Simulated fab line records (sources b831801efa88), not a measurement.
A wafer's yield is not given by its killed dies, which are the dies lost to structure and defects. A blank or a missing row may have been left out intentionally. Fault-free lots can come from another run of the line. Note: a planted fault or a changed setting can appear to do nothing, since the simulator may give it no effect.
2 desks looking at one fault	flow gf180mcu	only its own numbers are on each desk; what lay behind them is given at the end

TOOL OWNER'S DESK, wetBench-01
The tool's own readings at GF_SALICIDE_WET_ETCH_01 (etches SiO2 in dHF, target depth 5 nm, time 100 s): means of the sampled wafers that have a number, for each lot that ran on this tool. The brackets show how far a lot's mean lies from the usual mean; more than 4 standard deviations puts the lot out of limits, marked OUT.
Columns: A = bathHeatDutyPct at GF_SALICIDE_WET_ETCH_01, usual 6.2 %; B = runLengthS at GF_SALICIDE_WET_ETCH_01, usual 127.4 s
lot	first seen here	A	B
L502	day 16 10:41	6.2	128.6
L504	day 17 01:34	6.2	126.5
L506	day 17 17:40	6.9	126.2
L509	day 19 00:56	6.0	126.0
L511	day 19 20:47	6.5	202.8 (+29) OUT
L512	day 19 23:43	6.1	208.1 (+31) OUT
L520	day 23 09:28	6.7	124.9
L521	day 23 22:34	5.6	125.8
This desk's finding: out of limits on L511, L512; first on L511, day 19 20:47 (runLengthS at GF_SALICIDE_WET_ETCH_01). Within limits: L502, L504, L506, L509, L520, L521.

METROLOGY DESK
Lot by lot, what the gauges showed, no matter which tool ran the lot: averages of those sampled wafers that carry a number. The brackets show how far a lot's mean lies from the usual mean; more than 4 standard deviations puts the lot out of limits, marked OUT.
Columns: A = cdNm at GF_M1_CD_MEAS_14, usual 230.0 nm
lot	first seen here	A
L499	day 17 12:31	229.4
L500	day 17 17:34	231.8
L502	day 18 10:32	229.0
L503	day 18 14:13	230.3
L504	day 19 03:21	228.4
L506	day 19 20:02	231.1
L507	day 20 12:48	231.0
L509	day 21 03:41	230.4
L511	day 21 23:40	230.0
L512	day 22 02:01	231.0
L514	day 23 01:07	229.3
L520	day 25 07:27	227.8
L521	day 25 20:28	228.0
This desk found nothing out of limits on any of the 13 lots.

BROUGHT TOGETHER
At day 19 20:47, on L511, L512, the tool owner's desk was in a position to raise an alarm.
Metrology desk: nothing out of limits seen.
The metrology desk has L511, L512 on record, within its limits.
The lots listed all ran GF_SALICIDE_WET_ETCH_01 on wetBench-01.

WHAT THE SIMULATOR HAD PUT IN
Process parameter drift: wetBench-01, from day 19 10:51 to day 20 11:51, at GF_SALICIDE_WET_ETCH_01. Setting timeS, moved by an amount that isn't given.
Shown lots that were struck: L511, L512.
Time in hours from fault onset to the first out-of-limits reading at each desk: the tool owner's desk, 10.
